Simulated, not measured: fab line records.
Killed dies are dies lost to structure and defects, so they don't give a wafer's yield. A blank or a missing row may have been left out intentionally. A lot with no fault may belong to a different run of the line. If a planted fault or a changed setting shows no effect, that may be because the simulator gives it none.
fab line records	flow gf180mcu
record: lots: 11	wafers: 33	last-day: 34
route steps=602 shown V2@405 V3@452 M4@462 MIM@508
lots untouched by any fault: they come from a run of this same line in which no faults occurred
start-h: start of the lot's first displayed wafer, in hours after the record's first day	wait-h: how many hours have passed since the lot's step before this one	" unchanged from the row above	L1.1+2: several wafers, shown together as one row	- either no value or no given start	* or withheld: withheld	< > ~ a bound
route shown NAME@n: a module of which the file shows steps, and the number in the route of the first	usual: mean/standard deviation of fault-free wafers	same: alike in all rows	chamber/n: place in a boat	sites: readings site by site	_std_site: how widely they spread, as a standard deviation	_edge_site: outer sites' mean less inner sites'	radius-mm: for every site, how far away it sits from the centre of the wafer	mask NAME#n: copy n	behind: the tool/chamber that last shaped the wafer	hold: reason for holding the lot/hours on hold/outcome of the hold	device: whichever transistor did not switch (one of n, p or np)	end of line: at the end of the route, the tests of the same wafers	a step given without rows: its recipe and nothing more	killed: not the wafer's yield, but the dies lost to structure and defects at the first sort	map: a wafer's dies, marking killed ones x, the rest . and places with no die _
set.NAME: the setting as run; set.NAME@STEP: as run at that earlier step	model.NAME: the simulator's own value behind a step, which no gauge read
route steps across a sampled set of lots; one table per step, one row per wafer
services: from which hour (start-h, from the record's first day; less than 0 if before it) a tool's chamber was out of use, for how many hours, and why
== steps ==
step: GF_V2_CVD_23
recipe: material: W	target-thk-nm: 350	time-s: 104.94	temp-c: 400	pressure-torr: 40
usual: heater-power-w: 916/36	susceptor-temp-C: 400.01/0.21
same: time-s: 104.94
lot.wafer	tool	chamber	start-h	wait-h	heater-power-w	susceptor-temp-C
L469.1	cvd-w-02	1	456.37	0.0	921	400.18
L469.5	"	0	"	"	907	399.64
L469.6	"	1	"	"	940	399.98
L472.1	cvd-w-01	1	482.77	0.0	881	400.27
L472.3	"	0	"	"	952	399.68
L472.4	"	1	"	"	871	400.11
L471.1	cvd-w-02	1	488.78	0.0	930	400.34
L471.2	"	0	"	"	909	399.96
L471.5	"	1	"	"	917	400.24
L473.3	cvd-w-01	1	491.46	0.1	882	400.17
L473.4	"	0	"	"	956	399.81
L473.5	"	0	"	"	937	400.47
L475.2	cvd-w-01	0	527.21	0.0	967	399.50
L475.3	"	1	"	"	861	399.95
L475.5	"	1	"	"	875	399.94
L476.3	cvd-w-02	1	528.41	0.1	937	399.95
L476.4	"	0	"	"	904	400.43
L476.6	"	1	"	"	894	399.87
L482.1	cvd-w-02	1	574.11	0.0	940	400.11
L482.3	"	1	"	"	933	399.99
L482.6	"	0	"	"	930	399.65
L487.2	cvd-w-02	1	613.12	0.0	918	400.28
L487.3	"	1	"	"	924	399.87
L487.6	"	0	"	"	892	399.81
L488.3	cvd-w-01	1	617.73	0.1	864	400.04
L488.4	"	0	"	"	959	399.95
L488.5	"	0	"	"	959	400.01
L491.2	cvd-w-02	1	647.11	0.0	914	400.09
L491.3	"	1	"	"	916	399.75
L491.6	"	1	"	"	932	399.92
L492.3	cvd-w-01	1	650.14	0.1	873	400.16
L492.4	"	0	"	"	969	400.06
L492.6	"	0	"	"	975	399.93
step: GF_V3_CVD_23
recipe: material: W	target-thk-nm: 350	time-s: 104.9	temp-c: 400	pressure-torr: 40
usual: heater-power-w: 919/36	susceptor-temp-C: 399.94/0.22
same: time-s: 104.9
lot.wafer	tool	chamber	start-h	wait-h	heater-power-w	susceptor-temp-C
L469.1	cvd-w-01	0	507.19	0.0	949	399.53
L469.5	"	1	"	"	875	400.48
L469.6	"	0	"	"	976	400.19
L472.1	cvd-w-01	0	532.63	0.0	968	399.65
L472.3	"	1	"	"	877	399.82
L472.4	"	0	"	"	950	400.15
L471.1	cvd-w-01	1	537.86	0.0	855	400.14
L471.2	"	1	"	"	878	400.00
L471.5	"	1	"	"	884	399.58
L473.3	cvd-w-02	1	541.31	0.1	922	400.07
L473.4	"	0	"	"	919	400.14
L473.5	"	1	"	"	921	399.98
L475.2	cvd-w-01	0	574.81	0.0	944	399.69
L475.3	"	0	"	"	953	400.03
L475.5	"	1	"	"	958	412.83
L476.3	cvd-w-01	1	576.06	0.1	929	412.79
L476.4	"	0	"	"	954	399.84
L476.6	"	0	"	"	967	400.12
L482.1	cvd-w-02	1	619.39	0.0	951	399.88
L482.3	"	1	"	"	921	399.87
L482.6	"	1	"	"	950	400.07
L487.2	cvd-w-01	0	657.11	0.0	976	399.78
L487.3	"	0	"	"	974	400.22
L487.6	"	1	"	"	894	399.95
L488.3	cvd-w-01	1	661.35	0.1	897	399.89
L488.4	"	0	"	"	983	400.13
L488.5	"	0	"	"	993	400.04
L491.2	cvd-w-02	0	689.07	0.0	933	399.86
L491.3	"	1	"	"	933	399.83
L491.6	"	1	"	"	942	399.67
L492.3	cvd-w-01	1	691.84	0.1	860	400.06
L492.4	"	0	"	"	949	399.85
L492.6	"	0	"	"	962	399.85
step: GF_V3_RS_MEAS_24
recipe: thk-meas-gauge: four-point-probe	reads: W_of_V3_CVD_23+TiN_of_V3_SPUTTER_22+Ti_of_V3_SPUTTER_21
usual: V3_W_RS: 0.331/0.0041
lot.wafer	tool	chamber	start-h	wait-h	V3_W_RS[ohm/sq]
L469.1	film-metro-03	-	507.30	0.1	0.333
L469.5	"	-	"	"	0.330
L469.6	"	-	"	"	0.333
L472.1	film-metro-01	-	532.74	0.1	0.333
L472.3	"	-	"	"	0.333
L472.4	"	-	"	"	0.332
L471.1	film-metro-04	-	538.09	0.2	0.329
L471.2	"	-	"	"	0.332
L471.5	"	-	"	"	0.328
L473.3	film-metro-01	-	541.43	0.1	0.332
L473.4	"	-	"	"	0.321
L473.5	"	-	"	"	0.335
L475.2	film-metro-01	-	574.94	0.1	0.333
L475.3	"	-	"	"	0.336
L475.5	"	-	"	"	0.262
L476.3	film-metro-04	-	576.17	0.1	0.262
L476.4	"	-	"	"	0.335
L476.6	"	-	"	"	0.337
L482.1	film-metro-04	-	619.50	0.1	0.329
L482.3	"	-	"	"	0.334
L482.6	"	-	"	"	0.332
L487.2	film-metro-04	-	657.24	0.1	0.334
L487.3	"	-	"	"	0.333
L487.6	"	-	"	"	0.333
L488.3	film-metro-03	-	661.46	0.1	0.330
L488.4	"	-	"	"	0.336
L488.5	"	-	"	"	0.335
L491.2	film-metro-04	-	689.20	0.1	0.326
L491.3	"	-	"	"	0.335
L491.6	"	-	"	"	0.331
L492.3	film-metro-04	-	691.95	0.1	0.332
L492.4	"	-	"	"	0.328
L492.6	"	-	"	"	0.334
step: GF_V3_THK_MEAS_25
recipe: thk-meas-gauge: xrf	reads: W_of_V3_CVD_23
usual: V3_W_THK: 351/6.2
lot.wafer	tool	chamber	start-h	wait-h	V3_W_THK[nm]
L469.1	film-metro-03	-	507.42	0.1	342
L469.5	"	-	"	"	348
L469.6	"	-	"	"	343
L472.1	film-metro-01	-	532.86	0.1	354
L472.3	"	-	"	"	356
L472.4	"	-	"	"	357
L471.1	film-metro-04	-	538.21	0.1	350
L471.2	"	-	"	"	346
L471.5	"	-	"	"	351
L473.3	film-metro-01	-	541.53	0.1	353
L473.4	"	-	"	"	368
L473.5	"	-	"	"	350
L475.2	film-metro-01	-	575.05	0.1	357
L475.3	"	-	"	"	351
L475.5	"	-	"	"	454
L476.3	film-metro-04	-	576.27	0.1	442
L476.4	"	-	"	"	346
L476.6	"	-	"	"	344
L482.1	film-metro-04	-	619.62	0.1	350
L482.3	"	-	"	"	344
L482.6	"	-	"	"	346
L487.2	film-metro-04	-	657.35	0.1	345
L487.3	"	-	"	"	348
L487.6	"	-	"	"	346
L488.3	film-metro-03	-	661.56	0.1	348
L488.4	"	-	"	"	340
L488.5	"	-	"	"	344
L491.2	film-metro-04	-	689.31	0.1	355
L491.3	"	-	"	"	345
L491.6	"	-	"	"	350
L492.3	film-metro-04	-	692.05	0.1	349
L492.4	"	-	"	"	352
L492.6	"	-	"	"	346
step: GF_V3_CMP_26
recipe: stop-on: SiO2	down-force-psi: 3.5	platen-rpm: 60	t-overpolish-s: 15	target-thk-nm: 0	pad-velocity-m-s: 0.94248
usual: motor-current-A: 11.0/1.1	time-to-endpoint-s: 82/3.3
lot.wafer	tool	chamber	start-h	wait-h	motor-current-A	time-to-endpoint-s
L469.1	cmp-01	2	507.48	0.1	12.0	76
L469.5	"	2	"	"	12.0	78
L469.6	"	3	"	"	12.4	76
L472.3	cmp-02	1	532.92	0.0	11.5	81
L472.4	"	2	"	"	11.7	83
L472.1	"	0	"	"	11.3	80
L471.1	cmp-02	1	538.32	0.1	10.7	83
L471.2	"	3	"	"	10.1	82
L471.5	"	1	"	"	11.3	82
L473.3	cmp-01	3	541.62	0.1	12.0	78
L473.4	"	1	"	"	8.9	88
L473.5	"	3	"	"	11.8	79
L475.3	cmp-01	2	575.10	0.0	11.5	78
L475.2	"	0	"	"	12.0	73
L475.5	"	2	"	"	11.4	98
L476.3	cmp-01	0	576.40	0.1	12.1	102
L476.4	"	1	"	"	8.8	84
L476.6	"	0	"	"	11.9	78
L482.3	cmp-02	3	619.78	0.1	10.0	83
L482.1	"	0	"	"	10.9	80
L482.6	"	1	"	"	11.4	81
L487.3	cmp-01	0	657.45	0.1	12.4	78
L487.2	"	2	"	"	10.8	81
L487.6	"	0	"	"	11.9	79
L488.4	cmp-01	3	661.65	0.1	12.4	82
L488.3	"	1	"	"	8.5	90
L488.5	"	3	"	"	11.8	82
L491.2	cmp-01	3	689.41	0.1	12.2	81
L491.3	"	0	"	"	12.5	83
L491.6	"	3	"	"	12.3	85
L492.3	cmp-01	1	692.14	0.1	9.0	88
L492.4	"	2	"	"	11.1	84
L492.6	"	0	"	"	12.3	80
step: GF_M4_THK_MEAS_06
recipe: thk-meas-gauge: xrf	reads: AlCu_of_M4_SPUTTER_02
usual: M4_ALCU_THK: 446/6.4
lot.wafer	tool	chamber	start-h	wait-h	M4_ALCU_THK[nm]
L469.1	film-metro-03	-	508.12	0.1	462
L469.5	"	-	"	"	455
L469.6	"	-	"	"	458
L472.1	film-metro-03	-	533.56	0.1	446
L472.3	"	-	"	"	442
L472.4	"	-	"	"	442
L471.1	film-metro-03	-	538.94	0.1	451
L471.2	"	-	"	"	452
L471.5	"	-	"	"	450
L473.3	film-metro-03	-	542.23	0.1	447
L473.4	"	-	"	"	453
L473.5	"	-	"	"	450
L475.2	film-metro-04	-	575.76	0.1	451
L475.3	"	-	"	"	445
L475.5	"	-	"	"	447
L476.3	film-metro-04	-	577.01	0.1	442
L476.4	"	-	"	"	438
L476.6	"	-	"	"	445
L482.1	film-metro-04	-	620.32	0.1	445
L482.3	"	-	"	"	444
L482.6	"	-	"	"	444
L487.2	film-metro-03	-	658.05	0.1	442
L487.3	"	-	"	"	446
L487.6	"	-	"	"	445
L488.3	film-metro-03	-	662.26	0.1	452
L488.4	"	-	"	"	447
L488.5	"	-	"	"	452
L491.2	film-metro-04	-	690.01	0.1	440
L491.3	"	-	"	"	439
L491.6	"	-	"	"	440
L492.3	film-metro-02	-	692.76	0.1	447
L492.4	"	-	"	"	456
L492.6	"	-	"	"	453
step: GF_MIM_CVD_05
recipe: material: Si3N4	target-thk-nm: 42	temp-max-c: 400	temp-c: 385	time-s: 29.086	rf-w: 450
usual: heater-power-w: 624/82	susceptor-temp-C: 385.00/0.22
same: time-s: 29.086
lot.wafer	tool	chamber	start-h	wait-h	heater-power-w	susceptor-temp-C
L469.1	pecvd-04	1	556.02	0.0	625	384.98
L469.5	"	0	"	"	670	385.40
L469.6	"	1	"	"	635	385.18
L472.1	pecvd-02	1	581.57	0.0	621	384.89
L472.3	"	2	"	"	783	384.79
L472.4	"	1	"	"	624	384.79
L471.1	pecvd-04	0	586.03	0.0	694	385.06
L471.2	"	2	"	"	470	384.97
L471.5	"	0	"	"	689	385.15
L473.3	pecvd-03	0	588.93	0.0	541	384.68
L473.4	"	0	"	"	554	385.12
L473.5	"	2	"	"	605	384.95
L475.2	pecvd-02	0	621.03	0.0	499	385.17
L475.3	"	2	"	"	740	385.24
L475.5	"	0	"	"	515	385.31
L476.3	pecvd-04	0	623.07	0.0	597	385.05
L476.4	"	2	"	"	566	385.14
L476.6	"	1	"	"	706	385.10
L482.1	pecvd-04	2	663.13	0.0	555	384.86
L482.3	"	0	"	"	631	385.09
L482.6	"	2	"	"	560	385.42
L487.2	pecvd-02	1	699.41	0.0	572	384.68
L487.3	"	0	"	"	552	384.65
L487.6	"	1	"	"	569	384.59
L488.3	pecvd-03	1	703.28	0.0	649	385.14
L488.4	"	0	"	"	519	385.31
L488.5	"	1	"	"	644	384.89
L491.2	pecvd-03	2	729.87	0.0	686	384.54
L491.3	"	0	"	"	541	384.95
L491.6	"	2	"	"	661	384.89
L492.3	pecvd-02	2	732.11	0.0	694	385.01
L492.4	"	2	"	"	704	384.94
L492.6	"	0	"	"	555	384.72
== services ==
tool	chamber	start-h	hours	kind
cmp-01	-	438.59	3.9	repair
cmp-01	-	444.92	5.4	pm
cvd-w-02	-	464.26	1.9	repair
pecvd-02	1	465.34	4.7	repair
pecvd-04	-	487.46	5.5	pm
pecvd-04	1	503.96	6.0	repair
pecvd-04	2	516.62	6.1	repair
pecvd-02	-	532.20	0.6	repair
pecvd-04	-	533.21	1.2	repair
pecvd-04	-	535.52	1.1	repair
cvd-w-01	0	537.58	3.7	repair
cvd-w-02	-	546.66	0.7	repair
cmp-01	-	549.23	1.3	repair
cvd-w-01	0	589.82	13.9	repair
cmp-01	-	596.73	1.4	repair
cmp-01	-	607.81	5.0	pm
cvd-w-01	-	625.70	4.3	pm
cvd-w-02	1	631.99	10.1	repair
cvd-w-02	-	661.62	2.8	pm
cvd-w-01	-	664.79	14.6	pm
cvd-w-02	-	690.64	4.3	pm
cmp-01	-	697.51	0.7	repair
cvd-w-01	-	710.04	0.6	repair
cmp-01	-	720.29	1.8	repair
== key ==
first-sign: step: GF_V3_CVD_23	reading: susceptor-temp-C	direction: up	sigmas: 59	usual: *	struck: *
effect: step: GF_V3_RS_MEAS_24	reading: V3_W_RS	direction: down	sigmas: 17	usual: 0.331	struck: 0.262
effect: step: GF_V3_THK_MEAS_25	reading: V3_W_THK	direction: up	sigmas: 16	usual: 351	struck: 448
effect: step: GF_V3_CMP_26	reading: time-to-endpoint-s	direction: up	sigmas: 5.5	usual: *	struck: *
met-at GF_V3_CVD_23
struck-lots L475,L476
struck-wafers L475.5,L476.3
not-acting-at GF_V2_CVD_23,GF_M4_THK_MEAS_06,GF_MIM_CVD_05
onset-between 537.86 574.81
fault: kind: process-parameter-drift	tool: cvd-w-01	chamber: 1	onset-h: 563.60	steps: GF_V3_CVD_23	channel: temp-c	offset: *	shape: step	end-h: 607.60	acts-in: *	stated: *
